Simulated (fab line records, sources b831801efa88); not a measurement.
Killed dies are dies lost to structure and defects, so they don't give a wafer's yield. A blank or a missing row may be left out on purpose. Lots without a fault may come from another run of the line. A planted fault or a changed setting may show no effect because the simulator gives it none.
Problem report in the 8D (eight disciplines) form, filled by code | flow sky130 | the parts of the form that need people (team, actions taken, sign-off) are left out

1. THE PROBLEM
run_length_s at SKY_METAL2_SOFTBAKE_11 reads a mean of 106.92 s on 6 wafers of 2 lots; wafers without a fault read 119.21 s with a standard deviation of 0.2. That is -61 standard deviations from the usual mean.
The step: time 90 s.
First seen on wafer L967.4, day 37 18:00, on litho_track-03. The record holds 36 wafers of 12 lots with a number at this step. Rule for "out", or "out of limits": more than 4 standard deviations from the usual mean. The other wafers with a number count as sound.

2. WHAT IT IS AND WHAT IT IS NOT
question                    | is                                 | is not
which readings at this step | run_length_s, heater_power_total_W | -
which lots                  | L967, L968                         | L957, L958, L959, L960, L961, L966, L971, L972, L975, L980
which wafers of those lots  | all that have a number             | -
read on which tools         | litho_track-03                     | litho_track-02, litho_track-04
when                        | from day 37 18:00                  | up to then (18 sound wafers); but 12 sound wafers of L971, L972, L975, L980 came after

3. SUSPECTS, AND WHAT RULES EACH OUT
Counting: a tool at a process step up to the reading stays a suspect if it ran every lot that is out and no sound lot after the first of them.
- litho_track-03 at SKY_METAL2_SOFTBAKE_11 (time 90 s): ruled out as a lasting fault. Sound lots L980 ran on it after its first lot that is out, L967 (day 37 18:00).
Left after counting: nothing in the record.

4. THE CAUSE (what the simulator had put in)
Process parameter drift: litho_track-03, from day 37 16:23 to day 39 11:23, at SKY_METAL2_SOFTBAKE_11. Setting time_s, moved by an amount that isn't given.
Counting ruled it out, wrongly.

5. THE CHAIN OF EFFECTS, in route order
Each row: a reading whose mean over the struck wafers that have a number lies more than 3 standard deviations from the usual. Only readings for which the record gives a usual standard deviation are gone through. hours: the time from each lot's start at the first step in this table that gives one to its start at this step, as a median over the lots. sigmas: the change in usual standard deviations.
hours | step                   | reading              | usual    | on struck wafers | change | sigmas
0     | SKY_METAL2_SOFTBAKE_11 | heater_power_total_W | 57.36 W  | 60.05            | +2.69  | +21
0     | SKY_METAL2_SOFTBAKE_11 | run_length_s         | 119.21 s | 106.92           | -12.28 | -61
The process steps in it:
- SKY_METAL2_SOFTBAKE_11: time 90 s.

6. WHAT WOULD HAVE CAUGHT IT SOONER
In this record the first reading out of limits was taken at day 37 18:00, 2 hours after the fault began at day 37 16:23.
